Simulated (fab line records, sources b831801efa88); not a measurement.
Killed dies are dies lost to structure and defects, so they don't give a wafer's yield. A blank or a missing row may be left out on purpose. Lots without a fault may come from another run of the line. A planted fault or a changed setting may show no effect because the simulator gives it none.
Which tool did it? | flow gf180mcu | 14 lots, 42 wafers sampled, at 5 steps of a route of 602

WHAT THE GAUGES READ, wafer by wafer
GF_V3_RS_MEAS_24: measures by four-point-probe.
lot  | measured     | on            | V3_W_RS (ohm/sq)
L437 | day 22 11:10 | film_metro-03 | 0.325 0.326 0.324
L438 | day 22 16:07 | film_metro-03 | 0.325 0.325 0.324
L439 | day 23 00:07 | film_metro-02 | 0.328 0.328 0.330
L441 | day 23 22:31 | film_metro-03 | 0.326 0.327 0.331
L443 | day 24 09:01 | film_metro-04 | 0.330 0.328 0.327
L444 | day 24 20:23 | film_metro-04 | 0.332 0.336 0.334
L446 | day 25 14:01 | film_metro-02 | 0.329 0.321 0.318
L447 | day 25 22:46 | film_metro-02 | 0.333 0.328 0.334
L448 | day 26 04:01 | film_metro-04 | 0.330 0.330 0.333
L453 | day 27 18:31 | film_metro-03 | 0.325 0.327 0.327
L454 | day 28 05:46 | film_metro-04 | 0.320 0.322 0.330
L455 | day 28 07:40 | film_metro-03 | 0.332 0.335 0.331
L459 | day 29 18:40 | film_metro-04 | 0.324 0.326 0.323
L460 | day 29 19:11 | film_metro-02 | 0.332 0.328 0.326

GF_M4_CD_MEAS_14: target cd 280 nm.
lot  | measured     | on        | cd_nm (nm)
L437 | day 23 10:01 | cd_sem-02 | 279.7 279.0 278.6
L438 | day 23 15:17 | cd_sem-01 | 279.6 279.9 280.0
L439 | day 23 23:04 | cd_sem-01 | 278.0 277.4 278.5
L441 | day 24 20:28 | cd_sem-02 | 278.8 280.3 280.1
L443 | day 25 07:36 | cd_sem-02 | 281.4 280.7 279.7
L444 | day 25 17:48 | cd_sem-01 | 279.2 277.4 278.9
L446 | day 26 11:26 | cd_sem-02 | 280.8 280.8 281.0
L447 | day 26 20:21 | cd_sem-02 | 280.7 279.8 280.0
L448 | day 27 00:50 | cd_sem-02 | 279.1 279.8 280.3
L453 | day 28 13:47 | cd_sem-02 | 279.9 280.4 280.2
L454 | day 29 00:58 | cd_sem-02 | 241.3 251.8 257.6 241.2 251.8 257.5
L455 | day 29 03:28 | cd_sem-02 | 243.9 255.3 259.4 244.4 255.1 259.8
L459 | day 30 13:58 | cd_sem-02 | 281.1 281.3 280.2
L460 | day 30 14:23 | cd_sem-01 | 279.6 280.2 280.5

WHICH TOOL RAN EACH LOT (tool, then ch and the chambers of the sampled wafers, then the start)
lot  | GF_V3_SPUTTER_22             | GF_M4_SPUTTER_00             | GF_M4_EXPOSE_11
L437 | pvd_sputter-02, day 22 10:54 | pvd_sputter-03, day 22 11:39 | krf_scanner-01 ch 0, day 22 23:32
L438 | pvd_sputter-04, day 22 15:51 | pvd_sputter-03, day 22 16:36 | krf_scanner-01 ch 0, day 23 04:23
L439 | pvd_sputter-04, day 22 23:50 | pvd_sputter-02, day 23 00:35 | krf_scanner-01 ch 0, day 23 11:32
L441 | pvd_sputter-02, day 23 22:16 | pvd_sputter-03, day 23 23:00 | krf_scanner-01 ch 0, day 24 09:41
L443 | pvd_sputter-04, day 24 08:52 | pvd_sputter-03, day 24 09:58 | krf_scanner-01 ch 0, day 24 21:25
L444 | pvd_sputter-02, day 24 20:14 | pvd_sputter-03, day 24 20:52 | krf_scanner-01 ch 0, day 25 07:26
L446 | pvd_sputter-04, day 25 13:50 | pvd_sputter-02, day 25 14:28 | krf_scanner-01 ch 0, day 26 01:26
L447 | pvd_sputter-04, day 25 22:36 | pvd_sputter-01, day 25 23:14 | krf_scanner-01 ch 0, day 26 09:26
L448 | pvd_sputter-02, day 26 03:51 | pvd_sputter-03, day 26 04:29 | krf_scanner-01 ch 0, day 26 14:56
L453 | pvd_sputter-04, day 27 18:21 | pvd_sputter-03, day 27 18:59 | krf_scanner-01 ch 0, day 28 04:25
L454 | pvd_sputter-04, day 28 05:37 | pvd_sputter-01, day 28 06:14 | krf_scanner-01 ch 0, day 28 15:40
L455 | pvd_sputter-01, day 28 07:31 | pvd_sputter-02, day 28 08:13 | krf_scanner-01 ch 0, day 28 17:58
L459 | pvd_sputter-02, day 29 18:31 | pvd_sputter-02, day 29 19:08 | krf_scanner-02 ch 0, day 30 04:54
L460 | pvd_sputter-01, day 29 19:02 | pvd_sputter-03, day 29 19:40 | krf_scanner-02 ch 0, day 30 05:22
- GF_V3_SPUTTER_22: material TiN, target thk 10 nm, time 40 s.
- GF_M4_SPUTTER_00: material Ti, target thk 37.5 nm, time 150 s.
- GF_M4_EXPOSE_11: exposes mask Metal4, target cd 280 nm.

WHAT THE TOOLS THEMSELVES READ (means of the sampled wafers that have a number; where no wafer has one, the mark that the record gives instead)
GF_V3_SPUTTER_22.
lot  | tool           | throttle_valve_pct (%)
L437 | pvd_sputter-02 | 30.0
L438 | pvd_sputter-04 | 30.0
L439 | pvd_sputter-04 | 29.7
L441 | pvd_sputter-02 | 30.9
L443 | pvd_sputter-04 | 30.5
L444 | pvd_sputter-02 | 29.5
L446 | pvd_sputter-04 | 30.2
L447 | pvd_sputter-04 | 29.8
L448 | pvd_sputter-02 | 30.3
L453 | pvd_sputter-04 | 30.0
L454 | pvd_sputter-04 | 30.5
L455 | pvd_sputter-01 | 30.3
L459 | pvd_sputter-02 | 30.1
L460 | pvd_sputter-01 | 28.7

GF_M4_SPUTTER_00.
lot  | tool           | throttle_valve_pct (%)
L437 | pvd_sputter-03 | 30.0
L438 | pvd_sputter-03 | 29.6
L439 | pvd_sputter-02 | 30.0
L441 | pvd_sputter-03 | 30.2
L443 | pvd_sputter-03 | 30.5
L444 | pvd_sputter-03 | 30.0
L446 | pvd_sputter-02 | 30.6
L447 | pvd_sputter-01 | 30.1
L448 | pvd_sputter-03 | 30.4
L453 | pvd_sputter-03 | 29.5
L454 | pvd_sputter-01 | 29.6
L455 | pvd_sputter-02 | 29.9
L459 | pvd_sputter-02 | 29.8
L460 | pvd_sputter-03 | 30.3

GF_M4_EXPOSE_11.
lot  | tool           | stage_vel_mm_s (mm/s)
L437 | krf_scanner-01 | 499.79
L438 | krf_scanner-01 | 499.88
L439 | krf_scanner-01 | 500.11
L441 | krf_scanner-01 | 500.14
L443 | krf_scanner-01 | 500.02
L444 | krf_scanner-01 | 500.01
L446 | krf_scanner-01 | 500.04
L447 | krf_scanner-01 | 499.91
L448 | krf_scanner-01 | 500.07
L453 | krf_scanner-01 | 500.14
L454 | krf_scanner-01 | 500.19
L455 | krf_scanner-01 | 500.01
L459 | krf_scanner-02 | 500.04
L460 | krf_scanner-02 | 500.00

THE ANSWER, worked out from the rows above alone
Rule: what is usual is taken from the lots themselves. Put in order of their means at a reading, lots are off if they are a third of the lots or fewer, leave a main group of 4 or more, and stand apart from it by a gap of 3 or more times the standard deviation of the main group's means; of several such gaps the widest counts. A main group whose means are all the same, to the digits that the tables above print for the reading, isn't used. A lot without any number at a reading at which 4 lots or more have one is off too. The other lots that the step has rows for count as sound. The gauges are gone through in route order, then the tools' own readings, and for those a lot's mean is taken as printed above. The first step at which some lot is off is used, and at that step the reading that is off furthest; a lot without a number counts as furthest.
Off: L454, L455, at GF_M4_CD_MEAS_14 (cd_nm). The main group: mean 279.8 nm, standard deviation 0.86.
A tool fits if, at a process step before that reading, it ran every lot that is off, and no sound lot after the first of them. The gauges at GF_M4_CD_MEAS_14 are tried like those tools. One fits: krf_scanner-01 at GF_M4_EXPOSE_11. Its last sound lot is L453 (day 28 04:25), its first lot that is off L454 (day 28 15:40): a fault that began between those two fits.

WHAT THE SIMULATOR HAD PUT IN
Process parameter drift: krf_scanner-01, from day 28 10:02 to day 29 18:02, at GF_M4_EXPOSE_11. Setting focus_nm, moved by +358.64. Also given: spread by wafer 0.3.
Lots struck among those shown: L454, L455. The rule above found the same.
